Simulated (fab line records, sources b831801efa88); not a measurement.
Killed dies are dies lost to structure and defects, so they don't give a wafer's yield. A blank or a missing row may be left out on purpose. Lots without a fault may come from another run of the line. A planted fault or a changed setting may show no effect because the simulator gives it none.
Which tool did it? | flow sky130 | 6 lots, 18 wafers sampled, at 2 steps of a route of 708

WHAT THE GAUGES READ, wafer by wafer
SKY_POLY_GATE_THK_MEAS_01.
lot  | measured     | on            | POLY_GATE_CVD_00_THK (nm)
L723 | day 14 10:55 | film_metro-04 | 179.5 181.3 182.1
L727 | day 15 15:14 | film_metro-03 | 177.3 176.8 175.9
L729 | day 16 09:14 | film_metro-03 | 178.9 177.8 177.6
L732 | day 17 12:49 | film_metro-03 | 181.6 181.6 182.6
L735 | day 18 20:21 | film_metro-01 | 177.5 178.2 178.2
L744 | day 21 19:22 | film_metro-03 | 310.2 312.3 311.9

WHICH TOOL RAN EACH LOT (tool, then ch and the chambers of the sampled wafers, then the start)
lot  | SKY_POLY_GATE_CVD_00
L723 | lpcvd-01 ch 1, day 14 09:42
L727 | lpcvd-01 ch 0, day 15 14:00
L729 | lpcvd-01 ch 0, day 16 08:02
L732 | lpcvd-01 ch 0, day 17 11:37
L735 | lpcvd-01 ch 0, day 18 19:08
L744 | lpcvd-01 ch 0, day 21 17:33
- SKY_POLY_GATE_CVD_00: deposits poly-Si, target thk 180 nm, time 720 s.

THE ANSWER, worked out from the rows above alone
Rule: what is usual is taken from the lots themselves. Put in order of their means at a reading, lots are off if they are a third of the lots or fewer, leave a main group of 4 or more, and stand apart from it by a gap of 3 or more times the standard deviation of the main group's means; of several such gaps the widest counts. A main group whose means are all the same, to the digits that the tables above print for the reading, isn't used. A lot without any number at a reading at which 4 lots or more have one is off too. The other lots that the step has rows for count as sound.
Off: L744, at SKY_POLY_GATE_THK_MEAS_01 (POLY_GATE_CVD_00_THK). The main group: mean 179.1 nm, standard deviation 2.
A tool fits if, at a process step before that reading, it ran every lot that is off, and no sound lot after the first of them. The gauges at SKY_POLY_GATE_THK_MEAS_01 are tried like those tools. Can't be told from this: 2 tools fit, lpcvd-01 at SKY_POLY_GATE_CVD_00, film_metro-03 at SKY_POLY_GATE_THK_MEAS_01.

WHAT THE SIMULATOR HAD PUT IN
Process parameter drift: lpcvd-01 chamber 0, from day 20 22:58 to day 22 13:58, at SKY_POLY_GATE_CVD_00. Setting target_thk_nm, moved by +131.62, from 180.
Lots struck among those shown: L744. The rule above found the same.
